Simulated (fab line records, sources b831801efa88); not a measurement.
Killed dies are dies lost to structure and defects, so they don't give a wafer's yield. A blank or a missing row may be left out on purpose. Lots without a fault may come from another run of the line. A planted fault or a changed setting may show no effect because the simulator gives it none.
Which tool did it? | flow sky130 | 12 lots, 33 wafers sampled, at 6 steps of a route of 708

WHAT THE GAUGES READ, wafer by wafer
SKY_FIELD_ISO_THK_MEAS_25. Usual: FIELD_ISO_CVD_24_THK 596 nm, standard deviation 4.3.
lot  | measured    | on            | FIELD_ISO_CVD_24_THK (nm) | flag
L538 | day 2 09:37 | film_metro-02 | 592 599 594               |
L539 | day 2 16:20 | film_metro-03 | 600 595 590               |
L540 | day 2 23:02 | film_metro-01 | 595 601 600               |
L542 | day 3 03:55 | film_metro-01 | 593 593 587               |
L543 | day 3 10:11 | film_metro-01 | 591 593 590               |
L544 | day 3 14:37 | film_metro-02 | 593 599 594               |
L545 | day 3 19:50 | film_metro-03 | 596 594 588               |
L546 | day 4 02:35 | film_metro-01 | 599 601 599               |
L552 | day 5 09:16 | film_metro-03 | 274 275                   | OFF
L553 | day 5 12:32 | film_metro-01 | 273 597                   | OFF
L554 | day 5 19:06 | film_metro-02 | 599 274                   | OFF
L559 | day 6 20:20 | film_metro-02 | 589 594 598               |

SKY_VT_ADJUST_HVTP_CD_MEAS_07: target cd 380 nm. Usual: cd_nm 380.6 nm, standard deviation 2.7.
lot  | measured     | on        | cd_nm (nm)        | flag
L538 | day 6 02:10  | cd_sem-02 | 380.7 382.1 383.1 |
L539 | day 6 10:03  | cd_sem-02 | 383.5 380.3 379.3 |
L540 | day 6 17:19  | cd_sem-01 | 381.7 381.2 379.9 |
L542 | day 7 03:39  | cd_sem-02 | 373.6 372.0 372.3 |
L543 | day 7 12:16  | cd_sem-01 | 381.8 382.6 384.0 |
L544 | day 7 17:19  | cd_sem-01 | 380.4 381.4 378.4 |
L545 | day 7 23:34  | cd_sem-02 | 384.8 384.1 381.7 |
L546 | day 8 05:01  | cd_sem-01 | 384.5 381.4 381.2 |
L553 | day 9 22:59  | cd_sem-01 | 383.0             |
L554 | day 10 06:43 | cd_sem-02 | 376.8             |
L559 | day 11 10:13 | cd_sem-01 | 382.2 385.1 383.3 |

SKY_CONTACT_BOW_MEAS_05. Usual: CONTACT_BOW 82 um, standard deviation 7.
lot  | measured     | on            | CONTACT_BOW (um) | flag
L538 | day 30 08:47 | film_metro-02 | 79 80 85         |
L539 | day 30 22:25 | film_metro-02 | 87 95 78         |
L540 | day 31 11:19 | film_metro-01 | 80 76 79         |
L542 | day 31 21:37 | film_metro-02 | 79 91 80         |
L543 | day 32 02:32 | film_metro-03 | 72 91 85         |
L544 | day 32 11:47 | film_metro-03 | 82 81 92         |
L545 | day 32 17:29 | film_metro-01 | 91 78 91         |
L546 | day 33 09:02 | film_metro-03 | 79 83 89         |
L553 | day 35 08:12 | film_metro-01 | 85               |
L554 | day 35 17:35 | film_metro-02 | 80               |
L559 | day 36 20:29 | film_metro-01 | 90 78 76         |

WHICH TOOL RAN EACH LOT (tool, then ch and the chambers of the sampled wafers, then the start)
lot  | SKY_FIELD_ISO_CVD_24            | SKY_FIELD_ISO_CMP_27         | SKY_SD_N_STRIP_11
L538 | hdpcvd-01 ch 0,1,2, day 2 09:32 | cmp-01 ch 2,3, day 2 11:50   | plasma_asher-04 ch 0, day 27 19:37
L539 | hdpcvd-01 ch 0,1, day 2 16:15   | cmp-02 ch 2,3, day 2 19:11   | plasma_asher-01 ch 0,1, day 28 09:25
L540 | hdpcvd-02 ch 1,2, day 2 22:57   | cmp-01 ch 0,1,3, day 3 00:35 | plasma_asher-04 ch 0,1, day 28 23:07
L542 | hdpcvd-01 ch 1,2, day 3 03:50   | cmp-01 ch 2,3, day 3 06:50   | plasma_asher-04 ch 0,1, day 29 08:52
L543 | hdpcvd-01 ch 0,1,2, day 3 10:07 | cmp-01 ch 0,3, day 3 12:39   | plasma_asher-01 ch 0,1, day 29 15:04
L544 | hdpcvd-01 ch 0,1,2, day 3 14:32 | cmp-01 ch 0,1,3, day 3 18:32 | plasma_asher-01 ch 0,1, day 30 00:13
L545 | hdpcvd-01 ch 0,1,2, day 3 19:46 | cmp-01 ch 0,2, day 3 22:46   | plasma_asher-02 ch 0,1, day 30 07:10
L546 | hdpcvd-01 ch 0,1, day 4 02:31   | cmp-01 ch 0,1,2, day 4 04:11 | plasma_asher-04 ch 0,1, day 30 23:02
L552 | hdpcvd-01 ch 0,1, day 5 09:11   | cmp-02 ch 0,1, day 5 11:22   | -
L553 | hdpcvd-01 ch 0,1, day 5 12:27   | cmp-01 ch 2,3, day 5 15:13   | plasma_asher-01 ch 0, day 32 22:59
L554 | hdpcvd-01 ch 1,2, day 5 19:01   | cmp-01 ch 2, day 5 21:52     | plasma_asher-04 ch 0, day 33 09:34
L559 | hdpcvd-02 ch 0,1, day 6 20:16   | cmp-02 ch 0,1,3, day 6 22:23 | plasma_asher-04 ch 0,1, day 34 13:50
- SKY_FIELD_ISO_CVD_24: deposits SiO2, target thk 595 nm, time 99.2 s.
- SKY_FIELD_ISO_CMP_27: polishes, stops on Si3N4, t overpolish 16 s, target thk 457.8 nm.
- SKY_SD_N_STRIP_11: strips in O2/N2.

WHAT THE TOOLS THEMSELVES READ (means of the sampled wafers that have a number; where no wafer has one, the mark that the record gives instead)
SKY_FIELD_ISO_CMP_27. Usual: edge_zone_pressure_frac 1.000, standard deviation 0.0051; head_pressure_psi 4.000 psi, standard deviation 0.0077; motor_current_A 12.2 A, standard deviation 1.8; time_to_endpoint_s 115 s, standard deviation 3.7.
lot  | tool   | edge_zone_pressure_frac | head_pressure_psi (psi) | motor_current_A (A) | time_to_endpoint_s (s) | flag
L538 | cmp-01 | 1.004                   | 4.004                   | 13.7                | 115                    |
L539 | cmp-02 | 0.997                   | 4.004                   | 13.0                | 112                    |
L540 | cmp-01 | 0.996                   | 3.995                   | 12.5                | 114                    |
L542 | cmp-01 | 0.998                   | 4.000                   | 13.2                | 114                    |
L543 | cmp-01 | 1.003                   | 4.011                   | 11.7                | 117                    |
L544 | cmp-01 | 1.003                   | 4.001                   | 12.5                | 111                    |
L545 | cmp-01 | 1.000                   | 3.998                   | 11.1                | 115                    |
L546 | cmp-01 | 0.996                   | 3.998                   | 11.5                | 112                    |
L552 | cmp-02 | 1.000                   | 3.998                   | 11.4                | 52                     | OFF
L553 | cmp-01 | 1.002                   | 3.998                   | 13.1                | 82                     | OFF
L554 | cmp-01 | 0.998                   | 4.000                   | 11.6                | 82                     | OFF
L559 | cmp-02 | 1.005                   | 3.995                   | 11.7                | 116                    |

SKY_SD_N_STRIP_11. Usual: drypump_motor_current_A 5.7 A, standard deviation 0.34; n2_flow_sccm 299.9 sccm, standard deviation 0.9; oes_product_au 0.527 a.u., standard deviation 0.0047; strip_time_to_endpoint_s 22.55 s, standard deviation 0.041.
lot  | tool            | drypump_motor_current_A (A) | n2_flow_sccm (sccm) | oes_product_au (a.u.) | strip_time_to_endpoint_s (s) | flag
L538 | plasma_asher-04 | 5.4                         | 300.0               | 0.524                 | 22.51                        |
L539 | plasma_asher-01 | 5.8                         | 300.6               | 0.528                 | 22.59                        |
L540 | plasma_asher-04 | 5.5                         | 298.6               | 0.530                 | 22.53                        |
L542 | plasma_asher-04 | 5.6                         | 300.9               | 0.528                 | 22.49                        |
L543 | plasma_asher-01 | 5.7                         | 299.5               | 0.532                 | 22.51                        |
L544 | plasma_asher-01 | 5.7                         | 300.1               | 0.524                 | 22.47                        |
L545 | plasma_asher-02 | 6.0                         | 299.9               | 0.525                 | 22.52                        |
L546 | plasma_asher-04 | 5.6                         | 299.2               | 0.526                 | 22.53                        |
L553 | plasma_asher-01 | 5.6                         | 300.7               | 0.521                 | 22.56                        |
L554 | plasma_asher-04 | 5.3                         | 301.0               | 0.535                 | 22.52                        |
L559 | plasma_asher-04 | 5.6                         | 299.9               | 0.524                 | 22.62                        |

THE ANSWER, worked out from the rows above alone
Rule: a lot is off if the mean of its wafers that have a number lies more than 3 standard deviations from the usual mean. A lot without any number at a reading at which 4 lots or more have one is off too. The other lots that the step has rows for count as sound. The gauges are gone through in route order, then the tools' own readings, and for those a lot's mean is taken as printed above. The first step at which some lot is off is used, and at that step the reading that is off furthest; a lot without a number counts as furthest.
Off: L552, L553, L554, at SKY_FIELD_ISO_THK_MEAS_25 (FIELD_ISO_CVD_24_THK).
A tool fits if, at a process step before that reading, it ran every lot that is off, and no sound lot after the first of them. The gauges at SKY_FIELD_ISO_THK_MEAS_25 aren't tried: what is off there is off at SKY_FIELD_ISO_CMP_27 too, on other tools, and a gauge's error can't cause that. One fits: hdpcvd-01 at SKY_FIELD_ISO_CVD_24. Its last sound lot is L546 (day 4 02:31), its first lot that is off L552 (day 5 09:11): a fault that began between those two fits.

WHAT THE SIMULATOR HAD PUT IN
Process parameter drift: hdpcvd-01, from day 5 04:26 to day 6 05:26, at SKY_FIELD_ISO_CVD_24. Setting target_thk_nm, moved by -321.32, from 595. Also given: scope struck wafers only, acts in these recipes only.
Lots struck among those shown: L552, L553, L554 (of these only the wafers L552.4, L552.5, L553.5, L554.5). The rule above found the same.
